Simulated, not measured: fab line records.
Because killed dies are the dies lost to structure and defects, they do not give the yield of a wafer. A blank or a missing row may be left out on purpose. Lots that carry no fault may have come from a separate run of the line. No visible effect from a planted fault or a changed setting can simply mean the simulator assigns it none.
Which tool did it? :: flow sky130 :: Sampling: 6 lots, 18 wafers, 2 of 708 route steps

WHAT THE GAUGES READ, wafer by wafer
SKY_POLY_GATE_THK_MEAS_04.
lot: L101
measured: day 15 14:53
on: film_metro-03
POLY_GATE_CVD_03_THK (nm): 75.0 74.7 74.8

lot: L105
measured: day 17 12:53
on: film_metro-03
POLY_GATE_CVD_03_THK (nm): 74.8 74.9 75.4

lot: L106
measured: day 18 03:53
on: film_metro-01
POLY_GATE_CVD_03_THK (nm): 76.5 76.4 75.9

lot: L110
measured: day 19 00:43
on: film_metro-02
POLY_GATE_CVD_03_THK (nm): 75.0 74.8 74.7

lot: L118
measured: day 21 17:38
on: film_metro-03
POLY_GATE_CVD_03_THK (nm): 75.7 75.8 75.1

lot: L122
measured: day 23 09:37
on: film_metro-02
POLY_GATE_CVD_03_THK (nm): 74.2 73.8 74.2

WHICH TOOL RAN EACH LOT (tool, then ch and the chambers of the sampled wafers, then the start)
lot: L101
SKY_RES_PROTECT_STRIP_07: plasma_asher-02 ch 0,1, day 15 12:30

lot: L105
SKY_RES_PROTECT_STRIP_07: plasma_asher-01 ch 0,1, day 17 07:25

lot: L106
SKY_RES_PROTECT_STRIP_07: plasma_asher-02 ch 0,1, day 18 02:18

lot: L110
SKY_RES_PROTECT_STRIP_07: plasma_asher-01 ch 0,1, day 18 23:09

lot: L118
SKY_RES_PROTECT_STRIP_07: plasma_asher-04 ch 0,1, day 21 15:43

lot: L122
SKY_RES_PROTECT_STRIP_07: plasma_asher-01 ch 0,1, day 23 07:00
- SKY_RES_PROTECT_STRIP_07: strips in O2/N2.

THE ANSWER, worked out from the rows above alone
Rule: the usual values come from the lots themselves. Put in order of their means at a reading, lots are off if they are a third of the lots or fewer, leave a main group of 4 or more, and stand apart from it by a gap of 3 or more times the standard deviation of the main group's means; of several such gaps the widest counts. A main group is skipped when, at the precision printed for the reading in the tables above, its means are all equal. A lot without any number at a reading at which 4 lots or more have one is off too. Where the step has rows for the other lots, those lots are counted as sound.
None of the lots is off at any reading shown; this tells nothing.

WHAT THE SIMULATOR HAD PUT IN
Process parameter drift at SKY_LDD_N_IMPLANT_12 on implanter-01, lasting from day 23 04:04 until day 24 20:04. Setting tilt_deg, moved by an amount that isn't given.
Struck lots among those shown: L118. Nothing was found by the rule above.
